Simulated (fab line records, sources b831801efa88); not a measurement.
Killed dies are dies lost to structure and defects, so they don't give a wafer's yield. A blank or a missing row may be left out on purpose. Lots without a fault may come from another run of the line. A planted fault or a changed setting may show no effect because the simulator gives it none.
Which tool did it? | flow sky130 | 15 lots, 45 wafers sampled, at 4 steps of a route of 708

WHAT THE GAUGES READ, wafer by wafer
SKY_VT_ADJUST_LVTN_TW_MEAS_21. Usual: VT_ADJUST_LVTN_2_TW 187.0, standard deviation 1.6.
lot  | measured     | on            | VT_ADJUST_LVTN_2_TW | flag
L647 | day 7 19:53  | film_metro-02 | 186.6 186.3 186.9   |
L651 | day 8 20:27  | film_metro-02 | 185.6 187.1 186.8   |
L652 | day 9 04:49  | film_metro-03 | 185.7 185.6 186.1   |
L653 | day 9 07:11  | film_metro-04 | 189.1 189.0 189.5   |
L654 | day 9 18:50  | film_metro-02 | 186.1 186.1 187.1   |
L658 | day 10 22:29 | film_metro-04 | 188.7 189.0 189.2   |
L660 | day 11 18:24 | film_metro-03 | 186.7 186.7 187.1   |
L661 | day 11 20:35 | film_metro-04 | 190.7 191.2 191.4   |
L662 | day 12 02:03 | film_metro-02 | 187.2 185.8 185.6   |
L665 | day 12 22:55 | film_metro-02 | 185.7 186.6 187.2   |
L666 | day 13 08:41 | film_metro-03 | 184.3 184.9 184.7   |
L667 | day 13 08:58 | film_metro-04 | 187.1 188.3 188.2   |
L668 | day 13 17:46 | film_metro-02 | 187.2 187.3 186.7   |
L669 | day 14 01:14 | film_metro-04 | 189.4 188.6 190.1   |
L670 | day 14 10:28 | film_metro-04 | 189.8 188.8 188.9   |

SKY_VT_ADJUST_NCORE_OVL_MEAS_08. Usual: VT_ADJUST_NCORE_OVL 1.2 nm, standard deviation 1.6.
lot  | measured     | on         | VT_ADJUST_NCORE_OVL (nm) | flag
L647 | day 8 17:10  | overlay-02 | 0.3 -0.5 -1.1            |
L651 | day 9 17:45  | overlay-02 | 2.9 1.8 1.6              |
L652 | day 10 02:30 | overlay-01 | 0.3 2.0 -0.7             |
L653 | day 10 05:20 | overlay-02 | 0.7 0.6 -1.1             |
L654 | day 10 16:58 | overlay-01 | -0.9 1.6 -0.5            |
L658 | day 11 22:17 | overlay-02 | 1.9 0.7 1.2              |
L660 | day 12 18:10 | overlay-01 | -0.4 2.2 -0.1            |
L661 | day 12 20:18 | overlay-01 | 1.5 2.5 2.5              |
L662 | day 13 02:31 | overlay-01 | 0.5 0.6 -2.3             |
L665 | day 14 00:21 | overlay-02 | 0.6 1.4 -0.1             |
L666 | day 14 09:42 | overlay-01 | 2.4 3.2 0.5              |
L667 | day 14 10:14 | overlay-02 | 2.5 1.6 2.0              |
L668 | day 14 18:27 | overlay-01 | 2.6 1.5 0.9              |
L669 | day 15 02:38 | overlay-02 | 3.4 3.5 2.7              |
L670 | day 15 11:33 | overlay-01 | 0.7 -0.8 -1.2            |

WHICH TOOL RAN EACH LOT (tool, then ch and the chambers of the sampled wafers, then the start)
lot  | SKY_NWELL_STRIP_25                   | SKY_VT_ADJUST_LVTN_PEB_16
L647 | plasma_asher-01 ch 0,1, day 5 10:55  | litho_track-02 ch 0, day 7 19:18
L651 | plasma_asher-01 ch 0,1, day 6 07:47  | litho_track-02 ch 0, day 8 19:53
L652 | plasma_asher-01 ch 0,1, day 6 15:24  | litho_track-04 ch 0, day 9 04:15
L653 | plasma_asher-01 ch 0,1, day 6 16:46  | litho_track-04 ch 0, day 9 06:38
L654 | plasma_asher-01 ch 0,1, day 7 02:45  | litho_track-04 ch 0, day 9 18:17
L658 | plasma_asher-01 ch 0,1, day 8 04:40  | litho_track-02 ch 0, day 10 21:54
L660 | plasma_asher-04 ch 0,1, day 8 20:53  | litho_track-03, day 11 17:50
L661 | plasma_asher-04 ch 0,1, day 9 00:03  | litho_track-03, day 11 20:01
L662 | plasma_asher-03 ch 0,1, day 9 05:45  | litho_track-02, day 12 01:29
L665 | plasma_asher-01 ch 0, day 9 23:42    | litho_track-04 ch 0, day 12 22:20
L666 | plasma_asher-03 ch 0,1, day 10 07:42 | litho_track-03 ch 0, day 13 08:05
L667 | plasma_asher-01 ch 0,1, day 10 08:14 | litho_track-04 ch 0, day 13 08:24
L668 | plasma_asher-01 ch 0,1, day 10 16:22 | litho_track-03 ch 0, day 13 17:13
L669 | plasma_asher-01 ch 0,1, day 10 23:20 | litho_track-02 ch 0, day 14 00:39
L670 | plasma_asher-01 ch 0, day 11 07:03   | litho_track-04 ch 0, day 14 09:54
- SKY_NWELL_STRIP_25: strips in O2/N2.
- SKY_VT_ADJUST_LVTN_PEB_16

WHAT THE TOOLS THEMSELVES READ (means of the sampled wafers that have a number; where no wafer has one, the mark that the record gives instead)
SKY_NWELL_STRIP_25. Usual: drypump_motor_current_A 5.9 A, standard deviation 0.63; oes_product_au 0.722 a.u., standard deviation 0.0038; strip_time_to_endpoint_s 36.88 s, standard deviation 0.099.
lot  | tool            | drypump_motor_current_A (A) | oes_product_au (a.u.) | strip_time_to_endpoint_s (s) | flag
L647 | plasma_asher-01 | 5.5                         | 0.718                 | 36.95                        |
L651 | plasma_asher-01 | 5.5                         | 0.720                 | 37.16                        |
L652 | plasma_asher-01 | 6.0                         | 0.721                 | 36.93                        |
L653 | plasma_asher-01 | 5.6                         | 0.724                 | 36.95                        |
L654 | plasma_asher-01 | 5.5                         | 0.720                 | 36.87                        |
L658 | plasma_asher-01 | 5.6                         | 0.725                 | 36.83                        |
L660 | plasma_asher-04 | 6.3                         | 0.725                 | 36.76                        |
L661 | plasma_asher-04 | 6.3                         | 0.725                 | 36.87                        |
L662 | plasma_asher-03 | 5.7                         | 0.721                 | 36.83                        |
L665 | plasma_asher-01 | 6.5                         | 0.722                 | 36.74                        |
L666 | plasma_asher-03 | 5.6                         | 0.723                 | 36.84                        |
L667 | plasma_asher-01 | 5.6                         | 0.725                 | 36.97                        |
L668 | plasma_asher-01 | 6.1                         | 0.721                 | 36.87                        |
L669 | plasma_asher-01 | 6.1                         | 0.727                 | 36.79                        |
L670 | plasma_asher-01 | 6.5                         | 0.724                 | 36.85                        |

SKY_VT_ADJUST_LVTN_PEB_16. Usual: exhaust_pa 45.1 Pa, standard deviation 0.81.
lot  | tool           | exhaust_pa (Pa) | flag
L647 | litho_track-02 | 43.9            |
L651 | litho_track-02 | 44.1            |
L652 | litho_track-04 | 44.3            |
L653 | litho_track-04 | 43.6            |
L654 | litho_track-04 | 45.2            |
L658 | litho_track-02 | 44.9            |
L660 | litho_track-03 | -               | OFF
L661 | litho_track-03 | -               | OFF
L662 | litho_track-02 | -               | OFF
L665 | litho_track-04 | 45.0            |
L666 | litho_track-03 | 45.1            |
L667 | litho_track-04 | 45.4            |
L668 | litho_track-03 | 46.4            |
L669 | litho_track-02 | 44.4            |
L670 | litho_track-04 | 45.5            |

THE ANSWER, worked out from the rows above alone
Rule: a lot is off if the mean of its wafers that have a number lies more than 3 standard deviations from the usual mean. A lot without any number at a reading at which 4 lots or more have one is off too. The other lots that the step has rows for count as sound. The gauges are gone through in route order, then the tools' own readings, and for those a lot's mean is taken as printed above. The first step at which some lot is off is used, and at that step the reading that is off furthest; a lot without a number counts as furthest.
Off: L660, L661, L662, at SKY_VT_ADJUST_LVTN_PEB_16 (exhaust_pa). Without a number there: L660, L661, L662.
A tool fits if, at that step or a process step before it, it ran every lot that is off, and no sound lot after the first of them. None of those tried fits.

WHAT THE SIMULATOR HAD PUT IN
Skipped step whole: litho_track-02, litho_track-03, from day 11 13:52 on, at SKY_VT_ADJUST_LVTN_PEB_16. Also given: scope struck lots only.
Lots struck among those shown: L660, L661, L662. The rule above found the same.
